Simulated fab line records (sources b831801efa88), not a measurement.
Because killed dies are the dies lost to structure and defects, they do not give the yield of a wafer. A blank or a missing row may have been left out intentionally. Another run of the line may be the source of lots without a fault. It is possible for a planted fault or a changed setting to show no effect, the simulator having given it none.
Which of the tools did it? -- flow gf180mcu -- Sampling: 14 lots, 42 wafers, 3 of 602 route steps

WHAT THE GAUGES SHOWED, per wafer
GF_V3_OVL_MEAS_15.
lot,measured,on,V3_OVL (nm)
L483,day 22 12:41,overlay-01,7 8 10
L485,day 23 06:45,overlay-02,6 4 6
L487,day 23 20:24,overlay-02,2 0 3
L488,day 24 14:34,overlay-01,2 1 -6
L490,day 25 09:23,overlay-01,-9 7 4
L494,day 26 21:44,overlay-02,-6 -1 -1
L493,day 26 22:05,overlay-01,-1 -3 -4
L495,day 27 04:31,overlay-01,-1 6 2
L497,day 27 18:18,overlay-01,5 8 6
L498,day 27 19:20,overlay-01,5 -1 1
L502,day 28 18:50,overlay-02,7 1 7
L503,day 29 00:48,overlay-02,2 4 1
L504,day 29 09:01,overlay-02,-4 1 -9
L505,day 29 16:45,overlay-01,2 3 9

WHICH TOOL RAN EACH LOT (tool, then ch and the chambers of the sampled wafers, then the start)
lot,GF_CONTACT_CMP_27,GF_V2_ETCH_17
L483,"cmp-02 ch 0,1,3, day 16 08:22","rieDiel-02 ch 0,1,2, day 22 12:41 or earlier"
L485,"cmp-01 ch 2,3, day 17 01:24","rieDiel-04 ch 1,3, day 23 06:45 or earlier"
L487,"cmp-02 ch 1,2,3, day 17 15:51","rieDiel-02 ch 0,3, day 23 20:24 or earlier"
L488,"cmp-02 ch 1,2,3, day 18 10:53","rieDiel-02 ch 0,1, day 24 14:34 or earlier"
L490,"cmp-01 ch 2,3, day 19 08:24","rieDiel-04 ch 0,1,3, day 25 09:23 or earlier"
L494,"cmp-02 ch 1,2, day 20 22:59","rieDiel-02 ch 0,3, day 26 21:44 or earlier"
L493,"cmp-02 ch 0,2,3, day 21 02:21","rieDiel-01 ch 0,1,3, day 26 22:05 or earlier"
L495,"cmp-02 ch 0,2,3, day 21 07:08","rieDiel-01 ch 0,1,3, day 27 04:31 or earlier"
L497,"cmp-01 ch 1,2,3, day 21 23:28","rieDiel-01 ch 0,1,2, day 27 18:18 or earlier"
L498,"cmp-02 ch 0,1,2, day 22 02:23","rieDiel-04 ch 0,1,2, day 27 19:20 or earlier"
L502,"cmp-01 ch 1,3, day 23 04:46","rieDiel-02 ch 0,1,3, day 28 18:50 or earlier"
L503,"cmp-01 ch 1,2,3, day 23 13:19","rieDiel-04 ch 1,2, day 29 00:48 or earlier"
L504,"cmp-01 ch 0,1,2, day 23 20:20","rieDiel-01 ch 0,1, day 29 09:01 or earlier"
L505,"cmp-01 ch 1,2,3, day 24 05:41","rieDiel-04 ch 0,2, day 29 16:45 or earlier"
- GF_CONTACT_CMP_27: polishes, stops on SiO2, t overpolish 15 s, target thk 0 nm.
- GF_V2_ETCH_17: etches SiO2 in C4F8/O2/Ar, stops on TiN, target depth 630 nm.

WHAT THE TOOLS THEMSELVES READ (means of the sampled wafers that have a number; where no wafer has one, the mark that the record gives instead)
GF_CONTACT_CMP_27.
lot,tool,headPressurePsi (psi),motorCurrentA (A),overpolishRunS (s),timeToEndpointS (s)
L483,cmp-02,3.501,12.1,14.998,71
L485,cmp-01,3.499,12.4,15.000,69
L487,cmp-02,3.500,12.1,15.000,77
L488,cmp-02,3.493,11.8,14.996,73
L490,cmp-01,3.504,12.3,15.008,72
L494,cmp-02,3.503,10.7,14.998,72
L493,cmp-02,2.928,11.1,15.009,87
L495,cmp-02,2.926,11.1,14.999,84
L497,cmp-01,3.501,12.5,14.998,72
L498,cmp-02,2.919,10.3,14.997,88
L502,cmp-01,3.504,12.2,15.002,70
L503,cmp-01,3.501,12.5,15.001,70
L504,cmp-01,3.494,11.6,15.008,74
L505,cmp-01,3.497,12.5,15.000,74

GF_V2_ETCH_17.
lot,tool,biasW (W),oesProductAu (a.u.)
L483,rieDiel-02,1199,0.858
L485,rieDiel-04,1198,0.855
L487,rieDiel-02,1200,0.854
L488,rieDiel-02,1201,0.855
L490,rieDiel-04,1199,0.853
L494,rieDiel-02,1199,0.858
L493,rieDiel-01,1197,0.858
L495,rieDiel-01,1200,0.852
L497,rieDiel-01,1200,0.857
L498,rieDiel-04,1198,0.856
L502,rieDiel-02,1200,0.855
L503,rieDiel-04,1199,0.855
L504,rieDiel-01,1198,0.854
L505,rieDiel-04,1199,0.858

THE ANSWER, worked out from the rows above alone
Rule: what is usual is taken from the lots themselves. The widest of any qualifying gaps counts: lots, ordered by their means at a reading, are off when they make up no more than a third of the lots, leave a main group of 4 or more, and stand apart from it by 3 or more times the standard deviation of that group's means. If all means in a main group match to the digits the tables above print for the reading, that group is not used. Also off: a lot with no number at a reading for which 4 or more lots have one. All remaining lots with rows at the step are treated as sound. After the gauges, taken in route order, come the tools' own readings; for these a lot's mean is taken, as printed above. The first step at which some lot is off is used, and at that step the reading that is off furthest; a lot without a number counts as furthest.
Off: L493, L495, L498 (GF_CONTACT_CMP_27, headPressurePsi). The main group: mean 3.500 psi, standard deviation 0.0035.
If a tool, at that step or one of the process steps before it, ran each lot that is off and ran no sound lot following the first of them, it fits. One fits: cmp-02 at GF_CONTACT_CMP_27. A fault onset in the window from L494 (day 20 22:59, its last sound lot) to L493 (day 21 02:21, its first lot off) fits.
The tool's own readings at GF_CONTACT_CMP_27 bear it out: on the lots that are off they differ by more than 5 times the standard deviation of the sound lots' means. headPressurePsi reads 2.924 psi there against 3.500 psi on the sound lots; timeToEndpointS reads 86 s there against 72 s on the sound lots.

WHAT HAD BEEN PUT IN BY THE SIMULATOR
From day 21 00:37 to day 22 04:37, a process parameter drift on cmp-02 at GF_CONTACT_CMP_27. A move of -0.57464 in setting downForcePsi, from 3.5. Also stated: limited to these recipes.
Struck lots among those shown: L493, L495, L498. The rule given above showed the same thing.
